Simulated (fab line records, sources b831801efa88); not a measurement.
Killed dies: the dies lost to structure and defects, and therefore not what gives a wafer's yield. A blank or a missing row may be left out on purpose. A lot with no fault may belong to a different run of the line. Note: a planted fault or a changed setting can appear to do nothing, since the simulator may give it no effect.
Which tool was responsible? :: flow sky130 :: 36 wafers from 12 lots sampled at 2 of the route's 708 steps

## WHAT THE GAUGES SHOWED, per wafer
SKY_VIA3_THK_MEAS_01. Usual: VIA3_HDPCVD_THK 1632 nm, standard deviation 17.
lot: L730
measured: day 38 20:43
on: film metro-02
VIA3_HDPCVD_THK (nm): 1618 1642 1635
flag: 

lot: L732
measured: day 39 10:42
on: film metro-02
VIA3_HDPCVD_THK (nm): 1683 1650 1674
flag: 

lot: L733
measured: day 40 01:01
on: film metro-02
VIA3_HDPCVD_THK (nm): 1639 1639 1640
flag: 

lot: L734
measured: day 40 09:11
on: film metro-02
VIA3_HDPCVD_THK (nm): 1630 1636 1632
flag: 

lot: L736
measured: day 40 18:10
on: film metro-03
VIA3_HDPCVD_THK (nm): 1634 1615 1617
flag: 

lot: L737
measured: day 41 04:37
on: film metro-02
VIA3_HDPCVD_THK (nm): 1654 1627 1665
flag: 

lot: L739
measured: day 41 20:27
on: film metro-02
VIA3_HDPCVD_THK (nm): 1649 1626 1637
flag: 

lot: L740
measured: day 42 02:54
on: film metro-03
VIA3_HDPCVD_THK (nm): 1642 1633 1632
flag: 

lot: L745
measured: day 43 02:08
on: film metro-03
VIA3_HDPCVD_THK (nm): 1612 1619 1624
flag: 

lot: L747
measured: day 43 15:19
on: film metro-03
VIA3_HDPCVD_THK (nm): 1621 1619 1623
flag: 

lot: L750
measured: day 44 10:53
on: film metro-03
VIA3_HDPCVD_THK (nm): 1630 1624 1627
flag: 

lot: L751
measured: day 44 17:52
on: film metro-04
VIA3_HDPCVD_THK (nm): 1657 1634 1628
flag: 

## WHICH TOOL RAN EACH LOT (tool, then ch and the chambers of the sampled wafers, then the start)
lot: L730
SKY_METAL3_SPUTTER_03: pvd sputter-01, day 36 15:46

lot: L732
SKY_METAL3_SPUTTER_03: pvd sputter-02, day 37 06:39

lot: L733
SKY_METAL3_SPUTTER_03: pvd sputter-01, day 37 20:56

lot: L734
SKY_METAL3_SPUTTER_03: pvd sputter-01, day 38 05:07

lot: L736
SKY_METAL3_SPUTTER_03: pvd sputter-01, day 38 14:54

lot: L737
SKY_METAL3_SPUTTER_03: pvd sputter-04, day 39 01:20

lot: L739
SKY_METAL3_SPUTTER_03: pvd sputter-02, day 39 18:22

lot: L740
SKY_METAL3_SPUTTER_03: pvd sputter-04, day 40 01:17

lot: L745
SKY_METAL3_SPUTTER_03: pvd sputter-04, day 41 01:56

lot: L747
SKY_METAL3_SPUTTER_03: pvd sputter-04, day 41 14:29

lot: L750
SKY_METAL3_SPUTTER_03: pvd sputter-02, day 42 11:09

lot: L751
SKY_METAL3_SPUTTER_03: pvd sputter-02, day 42 19:10
- SKY_METAL3_SPUTTER_03: material Ti, target thk 5 nm, time 3.3 s.

## WHAT THE TOOLS THEMSELVES READ (means of the sampled wafers that have a number; where no wafer has one, the mark that the record gives instead)
SKY_METAL3_SPUTTER_03. Usual: throttle valve pct reads 30.0 % (standard deviation 1).
lot: L730
tool: pvd sputter-01
throttle valve pct (%): 30.5
flag: 

lot: L732
tool: pvd sputter-02
throttle valve pct (%): 30.2
flag: 

lot: L733
tool: pvd sputter-01
throttle valve pct (%): 30.6
flag: 

lot: L734
tool: pvd sputter-01
throttle valve pct (%): 30.5
flag: 

lot: L736
tool: pvd sputter-01
throttle valve pct (%): 30.9
flag: 

lot: L737
tool: pvd sputter-04
throttle valve pct (%): 30.0
flag: 

lot: L739
tool: pvd sputter-02
throttle valve pct (%): 29.2
flag: 

lot: L740
tool: pvd sputter-04
throttle valve pct (%): 30.1
flag: 

lot: L745
tool: pvd sputter-04
throttle valve pct (%): 30.1
flag: 

lot: L747
tool: pvd sputter-04
throttle valve pct (%): 30.0
flag: 

lot: L750
tool: pvd sputter-02
throttle valve pct (%): 30.8
flag: 

lot: L751
tool: pvd sputter-02
throttle valve pct (%): 29.8
flag: 

## THE ANSWER, worked out from the rows above alone
Rule: lot off if the mean of its wafers having a number is beyond 3 standard deviations from the usual mean. Also off: a lot with no number at a reading for which 4 or more lots have one. The other lots that the step has rows for count as sound. The gauges are gone through in route order, then the tools' own readings, and for those a lot's mean is taken as printed above. The first step at which some lot is off is used, and at that step the reading that is off furthest; a lot without a number counts as furthest.
Nothing can be told from this: no lot is off at any reading shown.

## WHAT THE SIMULATOR HAD INSERTED
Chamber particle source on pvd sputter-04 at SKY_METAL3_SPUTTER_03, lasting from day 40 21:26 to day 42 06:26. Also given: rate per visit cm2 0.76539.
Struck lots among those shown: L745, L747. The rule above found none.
